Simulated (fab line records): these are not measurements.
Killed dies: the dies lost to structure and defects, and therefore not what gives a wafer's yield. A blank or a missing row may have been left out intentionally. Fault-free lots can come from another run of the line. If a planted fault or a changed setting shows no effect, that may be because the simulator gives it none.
Code-filled problem report in 8D (eight disciplines) form :: flow sky130 :: the parts of the form that need people (team, actions taken, sign-off) are left out

1. PROBLEM STATEMENT
At SKY_LDD_N_IMPLANT_09, dose_ions_cm2 averages 9.719e+13 over 6 wafers from 2 lots, while fault-free wafers read 7.499e+13, standard deviation 6.7e+10. That is +99 or more standard deviations from the usual mean.
The first sign was on wafer L960.2 at day 22 09:57, on implanter-02. The record holds 33 wafers of 11 lots with a number at this step. The rule behind "out" and "out of limits": a value lying over 4 standard deviations away from the usual mean. The other wafers with a number count as sound.

2. WHAT IT IS, WHAT IT ISN'T
question: which readings at this step
is: dose_ions_cm2, faraday_current_uA
is not: -

question: which lots
is: L960, L962
is not: L951, L952, L955, L957, L958, L961, L970, L971, L973

question: which wafers of those lots
is: all that have a number
is not: -

question: read on which tools
is: implanter-02
is not: implanter-01, implanter-04

question: when
is: from day 22 09:57
is not: up to then (18 sound wafers); but 9 sound wafers of L970, L971, L973 came after

3. SUSPECTS, AND WHAT RULES EACH OUT
Counting: a tool at any process step up to the reading remains a suspect when it ran all the lots that are out and ran no sound lot after the first of those.
- implanter-02 at SKY_LDD_N_IMPLANT_09: ruled out as a lasting fault. The sound lots L971, L973 went through it after L960, its earliest lot that is out (day 22 09:57).
Left after counting: nothing in the record.

4. THE CAUSE (what the simulator had put in)
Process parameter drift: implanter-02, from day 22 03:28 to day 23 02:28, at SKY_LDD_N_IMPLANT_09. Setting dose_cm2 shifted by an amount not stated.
Counting ruled it out, wrongly.

5. SEQUENCE OF EFFECTS, ordered by route
Rows list readings where the struck wafers' mean (over those with a number) sits beyond 3 standard deviations from the usual. Only readings whose record carries a usual standard deviation are examined. hours: median over the lots of the time between each lot's start at the first step of this table that gives one and its start at this step. sigmas: the change, counted in usual standard deviations.
hours: 0
step: SKY_LDD_N_IMPLANT_09
reading: dose_ions_cm2
usual: 7.499e+13
on struck wafers: 9.719e+13
change: +2.220e+13
sigmas: +99 or more

hours: 0
step: SKY_LDD_N_IMPLANT_09
reading: faraday_current_uA
usual: 423
on struck wafers: 549
change: +126
sigmas: +16

hours: 1
step: SKY_LDD_N_STRIP_16
reading: strip_time_to_endpoint_s
usual: 4.322 s
on struck wafers: 4.387
change: +0.065
sigmas: +4.3
The process steps in it:
- SKY_LDD_N_IMPLANT_09
- SKY_LDD_N_STRIP_16: strips in O2/N2.

6. WHAT WOULD HAVE CAUGHT IT SOONER
In this record no reading fell out of limits until day 22 09:57, 6 hours after the fault had begun at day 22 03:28.
